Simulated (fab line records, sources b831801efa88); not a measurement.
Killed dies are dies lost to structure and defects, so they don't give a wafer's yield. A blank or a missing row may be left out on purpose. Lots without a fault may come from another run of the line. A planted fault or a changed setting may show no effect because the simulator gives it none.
Which tool did it? | flow sky130 | 10 lots, 28 wafers sampled, at 3 steps of a route of 708

WHAT THE GAUGES READ, wafer by wafer
SKY_VIA2_CD_MEAS_12: target cd 200 nm.
lot  | measured     | on        | cd_nm (nm)
L137 | day 37 11:05 | cd_sem-01 | 199.0 200.5 200.9
L138 | day 37 11:48 | cd_sem-01 | 199.5 199.5 201.6
L140 | day 38 09:28 | cd_sem-01 | 201.8 200.9 203.1
L143 | day 39 16:31 | cd_sem-02 | 201.8 201.0
L145 | day 39 22:34 | cd_sem-02 | 198.8 200.1
L154 | day 41 20:41 | cd_sem-01 | 198.4 199.2 198.8
L155 | day 41 22:13 | cd_sem-01 | 198.4 198.3 200.6
L156 | day 41 23:57 | cd_sem-01 | 201.7 201.3 199.8
L159 | day 42 22:24 | cd_sem-02 | 200.2 200.0 201.7
L160 | day 43 02:03 | cd_sem-01 | 199.5 198.3 199.6

WHICH TOOL RAN EACH LOT (tool, then ch and the chambers of the sampled wafers, then the start)
lot  | SKY_METAL2_SPUTTER_00        | SKY_VIA2_CMP_02
L137 | pvd_sputter-02, day 35 05:31 | cmp-02 ch 0,2,3, day 36 08:58
L138 | pvd_sputter-04, day 35 06:43 | cmp-01 ch 0,2, day 36 09:13
L140 | pvd_sputter-04, day 36 04:52 | cmp-01 ch 0,1,3, day 37 07:24
L143 | pvd_sputter-02, day 37 11:56 | cmp-01 ch 1,3, day 38 15:14
L145 | pvd_sputter-04, day 37 19:47 | cmp-01 ch 0,1, day 38 22:13
L154 | pvd_sputter-01, day 39 20:03 | cmp-02 ch 1,2, day 40 20:41
L155 | pvd_sputter-02, day 39 21:01 | cmp-02 ch 1,3, day 40 22:34
L156 | pvd_sputter-04, day 39 21:40 | cmp-02 ch 1,3, day 40 23:43
L159 | pvd_sputter-02, day 40 22:35 | cmp-02 ch 0,1,3, day 41 23:22
L160 | pvd_sputter-04, day 41 01:34 | cmp-02 ch 0,1,3, day 42 02:49
- SKY_METAL2_SPUTTER_00: material Ti, target thk 15 nm, time 10 s.
- SKY_VIA2_CMP_02: polishes SiO2.

WHAT THE TOOLS THEMSELVES READ (means of the sampled wafers that have a number; where no wafer has one, the mark that the record gives instead)
SKY_METAL2_SPUTTER_00.
lot  | tool           | throttle_valve_pct (%)
L137 | pvd_sputter-02 | 31.4
L138 | pvd_sputter-04 | 30.2
L140 | pvd_sputter-04 | 30.1
L143 | pvd_sputter-02 | 31.7
L145 | pvd_sputter-04 | 30.4
L154 | pvd_sputter-01 | 29.6
L155 | pvd_sputter-02 | 31.0
L156 | pvd_sputter-04 | 30.5
L159 | pvd_sputter-02 | 31.0
L160 | pvd_sputter-04 | 30.2

SKY_VIA2_CMP_02.
lot  | tool   | motor_current_A (A)
L137 | cmp-02 | 13.2
L138 | cmp-01 | 10.2
L140 | cmp-01 | 10.3
L143 | cmp-01 | 11.6
L145 | cmp-01 | 10.9
L154 | cmp-02 | 13.6
L155 | cmp-02 | 11.6
L156 | cmp-02 | 11.5
L159 | cmp-02 | 11.6
L160 | cmp-02 | 11.6

THE ANSWER, worked out from the rows above alone
Rule: what is usual is taken from the lots themselves. Put in order of their means at a reading, lots are off if they are a third of the lots or fewer, leave a main group of 4 or more, and stand apart from it by a gap of 3 or more times the standard deviation of the main group's means; of several such gaps the widest counts. A main group whose means are all the same, to the digits that the tables above print for the reading, isn't used. A lot without any number at a reading at which 4 lots or more have one is off too. The other lots that the step has rows for count as sound. The gauges are gone through in route order, then the tools' own readings, and for those a lot's mean is taken as printed above. The first step at which some lot is off is used, and at that step the reading that is off furthest; a lot without a number counts as furthest.
No lot is off at any reading shown: from this, nothing can be told.

WHAT THE SIMULATOR HAD PUT IN
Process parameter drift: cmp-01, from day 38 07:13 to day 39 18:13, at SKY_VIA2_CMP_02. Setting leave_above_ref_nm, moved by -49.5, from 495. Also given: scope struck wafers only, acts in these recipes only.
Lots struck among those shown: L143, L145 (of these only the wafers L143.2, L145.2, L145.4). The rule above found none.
